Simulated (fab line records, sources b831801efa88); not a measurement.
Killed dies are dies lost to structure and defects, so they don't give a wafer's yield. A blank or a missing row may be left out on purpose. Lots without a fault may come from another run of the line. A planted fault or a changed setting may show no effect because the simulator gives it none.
Which tool did it? | flow gf180mcu | 12 lots, 36 wafers sampled, at 5 steps of a route of 602

WHAT THE GAUGES READ, wafer by wafer
GF_PASSIVATION_THK_MEAS_01.
lot  | measured     | on            | PASSIVATION_CVD_00_THK (nm)
L304 | day 28 13:01 | film_metro-03 | 989 992 991
L309 | day 30 03:58 | film_metro-01 | 988 1032 989
L310 | day 30 11:13 | film_metro-04 | 993 1009 1050
L315 | day 31 22:57 | film_metro-03 | 982 986 993
L317 | day 32 05:23 | film_metro-04 | 988 975 1006
L318 | day 32 14:38 | film_metro-01 | 1005 978 993
L319 | day 32 21:57 | film_metro-01 | 997 999 1000
L320 | day 32 23:37 | film_metro-01 | 990 1002 997
L322 | day 33 14:32 | film_metro-01 | 992 1014 1011
L323 | day 33 19:37 | film_metro-03 | 979 967 1011
L324 | day 33 22:22 | film_metro-03 | 974 991 1003
L325 | day 34 00:08 | film_metro-03 | 1002 1001 987

GF_PASSIVATION_THK_MEAS_03.
lot  | measured     | on            | PASSIVATION_CVD_02_THK (nm)
L304 | day 28 13:22 | film_metro-01 | 684 700 701
L309 | day 30 04:19 | film_metro-04 | 687 690 681
L310 | day 30 11:34 | film_metro-01 | 693 699 709
L315 | day 31 23:18 | film_metro-04 | 700 697 704
L317 | day 32 05:44 | film_metro-03 | 692 696 702
L318 | day 32 15:08 | film_metro-01 | 697 694 712
L319 | day 32 22:18 | film_metro-04 | 703 709 701
L320 | day 32 23:58 | film_metro-04 | 692 697 701
L322 | day 33 14:53 | film_metro-01 | 705 712 712
L323 | day 33 20:05 | film_metro-01 | 698 704 712
L324 | day 33 22:43 | film_metro-04 | 686 684 706
L325 | day 34 00:31 | film_metro-01 | 708 701 703

WHICH TOOL RAN EACH LOT (tool, then ch and the chambers of the sampled wafers, then the start)
lot  | GF_V4_ETCH_17                                 | GF_PASSIVATION_CVD_00           | GF_PASSIVATION_CVD_02
L304 | rie_diel-03 ch 1,3, day 28 12:56 or earlier   | pecvd-03 ch 1,2, day 28 12:56   | pecvd-04 ch 0,2, day 28 13:04
L309 | rie_diel-03 ch 0,2,3, day 30 03:53 or earlier | pecvd-02 ch 0,1,2, day 30 03:53 | pecvd-03 ch 0,1,2, day 30 04:01
L310 | rie_diel-01 ch 0,1, day 30 11:07 or earlier   | pecvd-02 ch 0,1,2, day 30 11:07 | pecvd-03 ch 1,2, day 30 11:16
L315 | rie_diel-01 ch 0,2,3, day 31 22:52 or earlier | pecvd-04 ch 0,1,2, day 31 22:52 | pecvd-03 ch 0,1,2, day 31 23:01
L317 | rie_diel-01 ch 0,1,2, day 32 05:19 or earlier | pecvd-03 ch 0,1,2, day 32 05:19 | pecvd-02 ch 0,2, day 32 05:26
L318 | rie_diel-01 ch 0,2, day 32 14:34 or earlier   | pecvd-04 ch 0,1,2, day 32 14:34 | pecvd-02 ch 0,1, day 32 14:42
L319 | rie_diel-03 ch 0,2,3, day 32 21:53 or earlier | pecvd-03 ch 0,1,2, day 32 21:53 | pecvd-04 ch 0,1,2, day 32 22:07
L320 | rie_diel-01 ch 0,2,3, day 32 23:31 or earlier | pecvd-03 ch 0,2, day 32 23:31   | pecvd-04 ch 0,2, day 32 23:40
L322 | rie_diel-03 ch 0,3, day 33 14:28 or earlier   | pecvd-03 ch 0,1,2, day 33 14:28 | pecvd-04 ch 0,2, day 33 14:36
L323 | rie_diel-01 ch 1,2,3, day 33 19:32 or earlier | pecvd-02 ch 0,1,2, day 33 19:32 | pecvd-03 ch 0,1, day 33 19:40
L324 | rie_diel-02 ch 1,3, day 33 22:16 or earlier   | pecvd-02 ch 0,1,2, day 33 22:16 | pecvd-04 ch 0,1, day 33 22:25
L325 | rie_diel-02 ch 0,1,2, day 34 00:04 or earlier | pecvd-02 ch 0,1,2, day 34 00:04 | pecvd-04 ch 0,1,2, day 34 00:12
- GF_V4_ETCH_17: etches SiO2 in C4F8/O2/Ar, stops on TiN, target depth 630 nm.
- GF_PASSIVATION_CVD_00: deposits SiO2 from TEOS, target thk 1000 nm, time 111.95 s.
- GF_PASSIVATION_CVD_02: deposits Si3N4, target thk 700 nm, time 486.18 s.

WHAT THE TOOLS THEMSELVES READ (means of the sampled wafers that have a number; where no wafer has one, the mark that the record gives instead)
GF_V4_ETCH_17.
lot  | tool        | chamber_pressure_mTorr (mTorr) | oes_product_au (a.u.)
L304 | rie_diel-03 | 40.00                          | 0.855
L309 | rie_diel-03 | 40.00                          | 0.858
L310 | rie_diel-01 | 40.00                          | 0.859
L315 | rie_diel-01 | 40.01                          | 0.860
L317 | rie_diel-01 | 40.01                          | 0.858
L318 | rie_diel-01 | 40.01                          | 0.854
L319 | rie_diel-03 | 39.98                          | 0.862
L320 | rie_diel-01 | 39.97                          | 0.860
L322 | rie_diel-03 | 40.01                          | 0.856
L323 | rie_diel-01 | 39.96                          | 0.863
L324 | rie_diel-02 | 40.02                          | 0.853
L325 | rie_diel-02 | 40.02                          | 0.855

GF_PASSIVATION_CVD_00.
lot  | tool     | heater_power_outer_w (W) | heater_power_w (W) | rf_fwd_power_W (W)
L304 | pecvd-03 | 343                      | 630                | 595.4
L309 | pecvd-02 | 371                      | 614                | 626.4
L310 | pecvd-02 | 380                      | 600                | 627.0
L315 | pecvd-04 | 319                      | 589                | 597.3
L317 | pecvd-03 | 348                      | 615                | 597.8
L318 | pecvd-04 | 318                      | 583                | 596.8
L319 | pecvd-03 | 315                      | 580                | 596.1
L320 | pecvd-03 | 318                      | 564                | 596.4
L322 | pecvd-03 | 366                      | 646                | 595.3
L323 | pecvd-02 | 390                      | 647                | 596.7
L324 | pecvd-02 | 392                      | 634                | 597.6
L325 | pecvd-02 | 407                      | 657                | 594.8

GF_PASSIVATION_CVD_02.
lot  | tool     | heater_power_outer_w (W) | heater_power_w (W) | rf_fwd_power_W (W)
L304 | pecvd-04 | 339                      | 606                | 449.9
L309 | pecvd-03 | 351                      | 631                | 448.0
L310 | pecvd-03 | 372                      | 672                | 448.9
L315 | pecvd-03 | 404                      | 685                | 448.8
L317 | pecvd-02 | 466                      | 709                | 449.0
L318 | pecvd-02 | 474                      | 747                | 451.4
L319 | pecvd-04 | 330                      | 602                | 449.5
L320 | pecvd-04 | 352                      | 637                | 448.2
L322 | pecvd-04 | 375                      | 683                | 448.6
L323 | pecvd-03 | 396                      | 694                | 449.5
L324 | pecvd-04 | 362                      | 665                | 450.3
L325 | pecvd-04 | 395                      | 694                | 449.9

THE ANSWER, worked out from the rows above alone
Rule: what is usual is taken from the lots themselves. Put in order of their means at a reading, lots are off if they are a third of the lots or fewer, leave a main group of 4 or more, and stand apart from it by a gap of 3 or more times the standard deviation of the main group's means; of several such gaps the widest counts. A main group whose means are all the same, to the digits that the tables above print for the reading, isn't used. A lot without any number at a reading at which 4 lots or more have one is off too. The other lots that the step has rows for count as sound. The gauges are gone through in route order, then the tools' own readings, and for those a lot's mean is taken as printed above. The first step at which some lot is off is used, and at that step the reading that is off furthest; a lot without a number counts as furthest.
Off: L309, L310, at GF_PASSIVATION_CVD_00 (rf_fwd_power_W). The main group: mean 596.4 W, standard deviation 0.97.
A tool fits if, at that step or a process step before it, it ran every lot that is off, and no sound lot after the first of them. GF_V4_ETCH_17 gives no start for some lots, so the hours and the order of its lots are those of GF_PASSIVATION_CVD_00. None of those tried fits.

WHAT THE SIMULATOR HAD PUT IN
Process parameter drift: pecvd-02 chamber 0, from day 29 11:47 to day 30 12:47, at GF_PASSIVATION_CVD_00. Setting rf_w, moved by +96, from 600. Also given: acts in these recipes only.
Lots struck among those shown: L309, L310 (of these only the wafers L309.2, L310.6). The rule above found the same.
